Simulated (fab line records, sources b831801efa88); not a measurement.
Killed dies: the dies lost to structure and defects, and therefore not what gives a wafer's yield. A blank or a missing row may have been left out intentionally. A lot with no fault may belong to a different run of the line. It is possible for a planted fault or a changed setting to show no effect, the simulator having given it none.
Which tool did it? + flow gf180mcu + 13 lots with 38 wafers sampled at 5 steps, on a route of 602 steps

== WHAT EACH GAUGE READ, for each wafer ==
GF_MIM_RS_MEAS_10: a four-point-probe measurement. Usual: MIM_ALCU_RS typically reads 0.1607 ohm/sq, with standard deviation 0.002.
| lot  | measured     | on            | MIM_ALCU_RS (ohm/sq) | flag |
|------|--------------|---------------|----------------------|------|
| L147 | day 24 12:13 | film-metro-01 | 0.1604 0.1603 0.1608 |      |
| L148 | day 25 01:46 | film-metro-01 | 0.1611 0.1663 0.1626 |      |
| L149 | day 25 07:01 | film-metro-01 | 0.1569 0.1563 0.1563 |      |
| L150 | day 25 18:32 | film-metro-04 | 0.1616 0.1609 0.1608 |      |
| L153 | day 26 18:55 | film-metro-01 | 0.1591 0.1591        |      |
| L154 | day 27 00:24 | film-metro-03 | 0.1616 0.1613 0.1632 |      |
| L161 | day 29 00:20 | film-metro-01 | 0.1600 0.1597 0.1582 |      |
| L162 | day 29 07:25 | film-metro-04 | 0.1637 0.1628 0.1614 |      |
| L164 | day 29 20:08 | film-metro-03 | 0.1613 0.1628 0.1599 |      |
| L166 | day 30 13:53 | film-metro-04 | 0.1592 0.1613 0.1593 |      |
| L167 | day 30 20:50 | film-metro-01 | 0.1619 0.1598 0.1598 |      |
| L168 | day 30 20:58 | film-metro-04 | 0.1581 0.1606 0.1591 |      |
| L169 | day 31 02:17 | film-metro-01 | 0.1594 0.1612 0.1588 |      |

GF_PASSIVATION_THK_MEAS_03. Usual: PASSIVATION_CVD_02_THK typically reads 702 nm, with standard deviation 8.8.
| lot  | measured     | on            | PASSIVATION_CVD_02_THK (nm) | flag |
|------|--------------|---------------|-----------------------------|------|
| L147 | day 28 04:16 | film-metro-04 | 695 705 704                 |      |
| L148 | day 28 16:23 | film-metro-04 | 691 713 714                 |      |
| L149 | day 28 21:10 | film-metro-01 | 701 703 705                 |      |
| L150 | day 29 08:34 | film-metro-02 | 698 698 697                 |      |
| L153 | day 30 06:47 | film-metro-04 | 691 933                     | OFF  |
| L154 | day 30 11:20 | film-metro-02 | 705 697 713                 |      |
| L161 | day 32 04:58 | film-metro-04 | 695 701 713                 |      |
| L162 | day 32 10:49 | film-metro-02 | 690 713 699                 |      |
| L164 | day 32 22:16 | film-metro-01 | 694 711 704                 |      |
| L166 | day 33 14:37 | film-metro-04 | 685 678 687                 |      |
| L167 | day 33 20:05 | film-metro-01 | 704 705 700                 |      |
| L168 | day 33 20:52 | film-metro-04 | 696 693 692                 |      |
| L169 | day 34 00:57 | film-metro-01 | 707 711 721                 |      |

== WHAT TOOL EACH LOT RAN ON (gives the tool, then ch and the chambers of the sampled wafers, and finally the start) ==
| lot  | GF_V5_CVD_23                  | GF_TOP_METAL_SPUTTER_04      | GF_PASSIVATION_CVD_02           |
|------|-------------------------------|------------------------------|---------------------------------|
| L147 | cvd-w-01 ch 0,1, day 27 07:04 | pvd-sputter-02, day 27 07:50 | pecvd-01 ch 0,1, day 28 03:59   |
| L148 | cvd-w-01 ch 0,1, day 27 18:32 | pvd-sputter-02, day 27 19:18 | pecvd-03 ch 0,1,2, day 28 16:04 |
| L149 | cvd-w-01 ch 0, day 27 23:12   | pvd-sputter-02, day 28 00:04 | pecvd-02 ch 1,2, day 28 20:52   |
| L150 | cvd-w-01 ch 0,1, day 28 11:14 | pvd-sputter-02, day 28 12:01 | pecvd-01 ch 1,2, day 29 08:16   |
| L153 | cvd-w-02 ch 0,1, day 29 09:49 | pvd-sputter-02, day 29 10:35 | pecvd-01 ch 0,1, day 30 06:30   |
| L154 | cvd-w-01 ch 0, day 29 14:10   | pvd-sputter-02, day 29 14:56 | pecvd-02 ch 0,1,2, day 30 11:03 |
| L161 | cvd-w-02 ch 0,1, day 31 09:53 | pvd-sputter-02, day 31 10:41 | pecvd-03 ch 0,2, day 32 04:40   |
| L162 | cvd-w-02 ch 0,1, day 31 16:28 | pvd-sputter-04, day 31 17:14 | pecvd-03 ch 0,2, day 32 10:31   |
| L164 | cvd-w-02 ch 0,1, day 32 03:25 | pvd-sputter-03, day 32 04:25 | pecvd-02 ch 0,1, day 32 21:58   |
| L166 | cvd-w-01 ch 0,1, day 32 20:38 | pvd-sputter-04, day 32 21:25 | pecvd-03 ch 0,1, day 33 14:11   |
| L167 | cvd-w-01 ch 0,1, day 33 02:17 | pvd-sputter-03, day 33 03:05 | pecvd-02 ch 1,2, day 33 19:48   |
| L168 | cvd-w-01 ch 1, day 33 03:11   | pvd-sputter-04, day 33 03:58 | pecvd-03 ch 0,1, day 33 20:26   |
| L169 | cvd-w-01 ch 0,1, day 33 07:29 | pvd-sputter-03, day 33 08:17 | pecvd-01 ch 1,2, day 34 00:40   |
- GF_V5_CVD_23: deposits W, target thk 350 nm, time 104.9 s.
- GF_TOP_METAL_SPUTTER_04: material TiN, target thk 25 nm, time 20.8 s.
- GF_PASSIVATION_CVD_02: deposits Si3N4, target thk 700 nm, time 486.18 s.

== WHAT THE TOOLS THEMSELVES READ (means of the sampled wafers that have a number; where no wafer has one, the mark that the record gives instead) ==
GF_V5_CVD_23. Usual: heater-power-w at 863 W, with a standard deviation of 99.
| lot  | tool     | heater-power-w (W) | flag |
|------|----------|--------------------|------|
| L147 | cvd-w-01 | 845                |      |
| L148 | cvd-w-01 | 925                |      |
| L149 | cvd-w-01 | 756                |      |
| L150 | cvd-w-01 | 933                |      |
| L153 | cvd-w-02 | 834                |      |
| L154 | cvd-w-01 | 765                |      |
| L161 | cvd-w-02 | 821                |      |
| L162 | cvd-w-02 | 852                |      |
| L164 | cvd-w-02 | 833                |      |
| L166 | cvd-w-01 | 855                |      |
| L167 | cvd-w-01 | 849                |      |
| L168 | cvd-w-01 | 1017               |      |
| L169 | cvd-w-01 | 921                |      |

GF_TOP_METAL_SPUTTER_04. Usual: cathode-dc-power-W 6500.1 W, standard deviation 1.1; throttle-valve-pct 29.6 %, standard deviation 1.
| lot  | tool           | cathode-dc-power-W (W) | throttle-valve-pct (%) | flag |
|------|----------------|------------------------|------------------------|------|
| L147 | pvd-sputter-02 | 6499.9                 | 29.6                   |      |
| L148 | pvd-sputter-02 | 6500.4                 | 29.4                   |      |
| L149 | pvd-sputter-02 | 6499.0                 | 29.8                   |      |
| L150 | pvd-sputter-02 | 6500.4                 | 29.4                   |      |
| L153 | pvd-sputter-02 | 6499.6                 | 29.4                   |      |
| L154 | pvd-sputter-02 | 6500.9                 | 29.1                   |      |
| L161 | pvd-sputter-02 | 6500.4                 | 29.6                   |      |
| L162 | pvd-sputter-04 | 6501.6                 | 30.2                   |      |
| L164 | pvd-sputter-03 | 6499.7                 | 29.7                   |      |
| L166 | pvd-sputter-04 | 6499.3                 | 29.7                   |      |
| L167 | pvd-sputter-03 | 6499.9                 | 29.6                   |      |
| L168 | pvd-sputter-04 | 6499.9                 | 29.7                   |      |
| L169 | pvd-sputter-03 | 6499.1                 | 29.4                   |      |

GF_PASSIVATION_CVD_02. Usual: heater-power-w at 727 W, with a standard deviation of 130.
| lot  | tool     | heater-power-w (W) | flag |
|------|----------|--------------------|------|
| L147 | pecvd-01 | 762                |      |
| L148 | pecvd-03 | 581                |      |
| L149 | pecvd-02 | 753                |      |
| L150 | pecvd-01 | 692                |      |
| L153 | pecvd-01 | 747                |      |
| L154 | pecvd-02 | 780                |      |
| L161 | pecvd-03 | 611                |      |
| L162 | pecvd-03 | 644                |      |
| L164 | pecvd-02 | 692                |      |
| L166 | pecvd-03 | 589                |      |
| L167 | pecvd-02 | 701                |      |
| L168 | pecvd-03 | 591                |      |
| L169 | pecvd-01 | 787                |      |

== THE ANSWER, worked out from the rows above alone ==
Rule: lot off if the mean of its wafers having a number is beyond 3 standard deviations from the usual mean. A lot without any number at a reading at which 4 lots or more have one is off too. All remaining lots with rows at the step are treated as sound. First the gauges in route order, then the tools' own readings, where a lot's mean is used as printed above. The first step at which some lot is off is used, and at that step the reading that is off furthest; a lot without a number counts as furthest.
Off: L153, at GF_PASSIVATION_THK_MEAS_03 (PASSIVATION_CVD_02_THK).
If a tool, at a process step before that reading, ran all the lots that are off and no sound lot after the first of them, it fits. The gauges at GF_PASSIVATION_THK_MEAS_03 are tried like those tools. None of those tried fits.

== WHAT THE SIMULATOR HAD INSERTED ==
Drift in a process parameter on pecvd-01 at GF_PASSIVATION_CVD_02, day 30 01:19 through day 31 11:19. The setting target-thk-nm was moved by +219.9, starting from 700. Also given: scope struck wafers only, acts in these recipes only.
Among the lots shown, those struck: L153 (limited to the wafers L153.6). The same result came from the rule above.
